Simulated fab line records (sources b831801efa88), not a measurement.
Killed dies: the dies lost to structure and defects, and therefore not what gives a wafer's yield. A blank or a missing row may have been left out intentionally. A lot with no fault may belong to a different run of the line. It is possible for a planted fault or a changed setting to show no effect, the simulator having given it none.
A single fault, viewed from 2 desks / flow sky130 / numbers are kept per desk, each desk with only its own; the story behind them comes last

== AT THE TOOL OWNER'S DESK: rie metal-02 ==
The tool's own readings at SKY_METAL4_ETCH_16 (etches BARC in N2/H2, stops on SiO2, time 88.2 s, target depth 60 nm): means of the sampled wafers that have a number, for each lot that ran on this tool. A lot is out of limits, marked OUT, if its mean lies more than 4 standard deviations from the usual mean; the brackets give that distance.
Columns: A = drypump motor current A at SKY_METAL4_ETCH_16, usual 5.6 A; B = oes product au at SKY_METAL4_ETCH_16, usual 0.625 a.u.; C = throttle valve pct at SKY_METAL4_ETCH_16, usual 13.205 %
lot=L557; first seen here=day 42 22:50; A=5.9; B=0.632; C=13.201
lot=L570; first seen here=day 46 11:48; A=6.0; B=0.626; C=13.210
lot=L574; first seen here=day 47 14:05; A=5.9; B=0.625; C=13.204
Finding of this desk: none of the 3 lots has anything out of limits.

== FROM THE METROLOGY DESK ==
Lot by lot, what the gauges showed, no matter which tool ran the lot: averages of those sampled wafers that carry a number. A lot is out of limits, marked OUT, if its mean lies more than 4 standard deviations from the usual mean; the brackets give that distance.
Columns: A = cd nm at SKY_METAL4_CD_MEAS_13, usual 299.9 nm; B = METAL4_OVL at SKY_METAL4_OVL_MEAS_14, usual 1 nm
lot=L557; first seen here=day 42 22:40; A=300.9; B=-4
lot=L561; first seen here=day 43 13:36; A=297.2; B=0
lot=L570; first seen here=day 46 11:38; A=299.3; B=6
lot=L574; first seen here=day 47 13:55; A=298.0; B=0
lot=L578; first seen here=day 48 05:14; A=300.4; B=-3
lot=L580; first seen here=day 48 17:04; A=299.4; B=2
Finding of this desk: none of the 6 lots has anything out of limits.

== ALL TOGETHER ==
The desk of the tool owner found nothing out of limits.
From the metrology desk's view, nothing was out of limits.

== WHAT HAD BEEN PUT IN BY THE SIMULATOR ==
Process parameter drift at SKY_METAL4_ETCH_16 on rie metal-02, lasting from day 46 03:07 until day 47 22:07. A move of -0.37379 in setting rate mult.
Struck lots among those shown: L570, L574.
